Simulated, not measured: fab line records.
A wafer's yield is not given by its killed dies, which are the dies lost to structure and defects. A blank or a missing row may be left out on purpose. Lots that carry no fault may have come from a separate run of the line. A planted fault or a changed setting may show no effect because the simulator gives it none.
A struck lot beside a sound one	flow sky130	44 out of 708 route steps
Sound: wafers L894.1, L894.3, L894.5. Struck: wafers L905.3, L905.6 (left out: L905.4, a lot-mate that was not struck); the cause follows at the end.
At each step with rows: each side's tool, then ch and its chambers, then its first start. Under that, the readings that differ: sound wafers	struck wafers	difference of the means	sigmas: that difference in standard deviations of wafers without a fault.
alike: readings with means less than 2 such deviations apart, plus words and numbers identical on both sides. not compared: withheld readings, readings lacking a value on some wafer, bounds such as >300 that could conceal the same value, and numbers that have no deviation in the record and whose values overlap.
A row with sigmas, a row that says differs or no value, or rows on one side alone: a step with any of these is where the two part. When numbers do not overlap yet have no deviation, they are printed without sigmas and do not part them. A reading that every wafer of one side lacks parts them only if that side has two wafers or more.

first, 5 steps without rows for these wafers: SKY_VIA2_STRIP_17 (strips in post etch residue remover, time 1200 s); SKY_VIA2_CLEAN_18 (cleans in IPA, time 180 s); SKY_VIA2_CLEAN_19 (cleans in O3/DIW); SKY_VIA2_SPUTTER_20 (material TiN, target thk 20 nm, time 80 s); SKY_VIA2_CVD_21 (deposits W, target thk 420 nm, time 126.4 s).
SKY_VIA2_RS_MEAS_22: measures by four-point-probe.
  struck on film-metro-02, day 41 10:09; sound on film-metro-04, day 37 18:35
  alike: VIA2_W_RS
SKY_VIA2_THK_MEAS_23: measures by xrf.
  struck on film-metro-02, day 41 10:15; sound on film-metro-04, day 37 18:42
  alike: VIA2_W_THK
then, 3 steps without rows for these wafers: SKY_VIA2_CMP_24 (polishes, stops on SiO2, t overpolish 20 s, target thk 0 nm); SKY_METAL3_SPUTTER_00 (material Ti, target thk 15 nm, time 10 s); SKY_METAL3_SPUTTER_01 (material TiN, target thk 20 nm, time 16.7 s).
SKY_METAL3_SPUTTER_02: material AlCu, target thk 735 nm, time 39.1 s.
  struck on pvd-sputter-01, day 41 10:38; sound on pvd-sputter-03, day 37 19:12
  alike: throttle-valve-pct
SKY_METAL3_SPUTTER_03: material Ti, target thk 5 nm, time 3.3 s.
  struck on pvd-sputter-01, day 41 10:41; sound on pvd-sputter-03, day 37 19:14
  alike: throttle-valve-pct
SKY_METAL3_SPUTTER_04: material TiN, target thk 70 nm, time 58.3 s.
  struck on pvd-sputter-01, day 41 10:42; sound on pvd-sputter-03, day 37 19:16
reading	sound	struck	difference	sigmas
model.TiN_of_METAL3_SPUTTER_04.thk-nm (nm)	72.45 70.79 70.06	105 104.1	+33	
  alike: throttle-valve-pct
SKY_CAPM_CVD_00: deposits SiO2, target thk 15.5 nm.
  sound on pecvd-02 ch 0,1, day 37 19:18; struck on pecvd-04 ch 0,2, day 41 10:44
  alike: heater-power-w
SKY_CAPM_THK_MEAS_01:
  struck on film-metro-04, day 41 10:47; sound on film-metro-02, day 37 19:20
  alike: CAPM_CVD_00_THK
SKY_CAPM_SPUTTER_02: material TiN, target thk 200 nm, time 166.7 s.
  struck on pvd-sputter-02, day 41 10:50; sound on pvd-sputter-01, day 37 19:23
  alike: throttle-valve-pct
SKY_CAPM_RS_MEAS_03: measures by four-point-probe.
  struck on film-metro-04, day 41 10:59; sound on film-metro-04, day 37 19:30
  alike: CAPM_TIN_RS
SKY_CAPM_THK_MEAS_04: measures by xrf.
  struck on film-metro-04, day 41 11:05; sound on film-metro-04, day 37 19:37
  alike: CAPM_TIN_THK
then, 7 steps without rows for these wafers: SKY_CAPM_DEHYDRATE_05 (time 60 s); SKY_CAPM_HMDS_06 (prime time 60 s); SKY_CAPM_COAT_07 (resist thk 1140 nm); SKY_CAPM_SOFTBAKE_08 (time 60 s); SKY_CAPM_EXPOSE_09 (exposes mask CAPM, target cd 1000 nm); SKY_CAPM_PEB_10; SKY_CAPM_DEVELOP_11 (develop time 60 s).
SKY_CAPM_OVL_MEAS_12:
  struck on overlay-01, day 42 10:32; sound on overlay-01, day 38 21:29
  alike: CAPM_OVL
then, 1 step without rows for these wafers: SKY_CAPM_METAL_ETCH_13 (etches TiN in Cl2/BCl3, stops on SiO2, target depth 220 nm, time 62.9 s).
SKY_CAPM_STRIP_14: strips in O2/N2.
  sound on plasma-asher-01 ch 0,1, day 38 21:35; struck on plasma-asher-01 ch 0, day 42 10:40
  alike: drypump-motor-current-A, oes-product-au, strip-time-to-endpoint-s
  not compared: rf-hours-counter-h
then, 11 steps without rows for these wafers: SKY_CAPM_STRIP_15 (strips in post etch residue remover, time 1200 s); SKY_CAPM_CLEAN_16 (cleans in IPA, time 180 s); SKY_CAPM_CLEAN_17 (cleans in O3/DIW); SKY_METAL3_DEHYDRATE_05 (time 60 s); SKY_METAL3_HMDS_06 (prime time 60 s); SKY_METAL3_COAT_07 (resist thk 60 nm); SKY_METAL3_COAT_08 (resist thk 1140 nm); SKY_METAL3_SOFTBAKE_09 (time 90 s); SKY_METAL3_EXPOSE_10 (exposes mask MM3, target cd 300 nm); SKY_METAL3_PEB_11; SKY_METAL3_DEVELOP_12 (develop time 60 s).
SKY_METAL3_CD_MEAS_13 targets a cd of 300 nm.
  struck on cd-sem-02, day 43 10:30; sound on cd-sem-01, day 39 23:13
  alike: cd-nm
SKY_METAL3_OVL_MEAS_14:
  struck on overlay-01, day 43 10:36; sound on overlay-02, day 39 23:20
reading	sound	struck	difference	sigmas
METAL3_OVL (nm)	-5 -6 -6	12 14	+19	+4
then, 1 step without rows for these wafers: SKY_METAL3_DESCUM_15 (chemistry O2, time 8 s).
SKY_METAL3_METAL_ETCH_18: etches the open film in Cl2/BCl3, stops on SiO2, target depth 845 nm, time 183.1 s.
  sound on rie-metal-04 ch 1, day 39 23:39; struck on rie-metal-04 ch 1, day 43 10:50
reading	sound	struck	difference	sigmas
oes-product-au (a.u.)	0.863 0.855 0.861	0.884 0.890	+0.027	+4
  alike: drypump-motor-current-A, throttle-valve-pct
  not compared: rf-hours-counter-h
-- the record jumps here: 6 days lie between the struck wafers' starts before and after (it left off in module METAL3 and takes up again in module PAD_OPEN, whose first step shown is number 708 of the route) --
SKY_PAD_OPEN_PROBE_99:
  struck on prober-02, day 49 20:08; sound on prober-02, day 46 22:03
reading	sound	struck	difference	sigmas
model.etest.via3-chain.rc-ohm	9.399 9.669 9.444	9.989 10.91	+0.946	
  alike: defect-limited-yield, killed_at_M0_to_M3, killed_at_M4_up, killed-at-contacts, killed-at-front-end, killed-at-other, killed-dies, killed-open, killed-short, sort_bin_3_pad_short, sort_bin_5_function, sort_bin_6_memory, sort-n-pass, sort-yield-pct

== WHERE THEY PART ==
At SKY_METAL3_OVL_MEAS_14 first; at SKY_METAL3_METAL_ETCH_18 last (within this record only). Later steps at which nothing parts them and some readings are alike: SKY_PAD_OPEN_PROBE_99.

WHY: the cause the simulator had injected
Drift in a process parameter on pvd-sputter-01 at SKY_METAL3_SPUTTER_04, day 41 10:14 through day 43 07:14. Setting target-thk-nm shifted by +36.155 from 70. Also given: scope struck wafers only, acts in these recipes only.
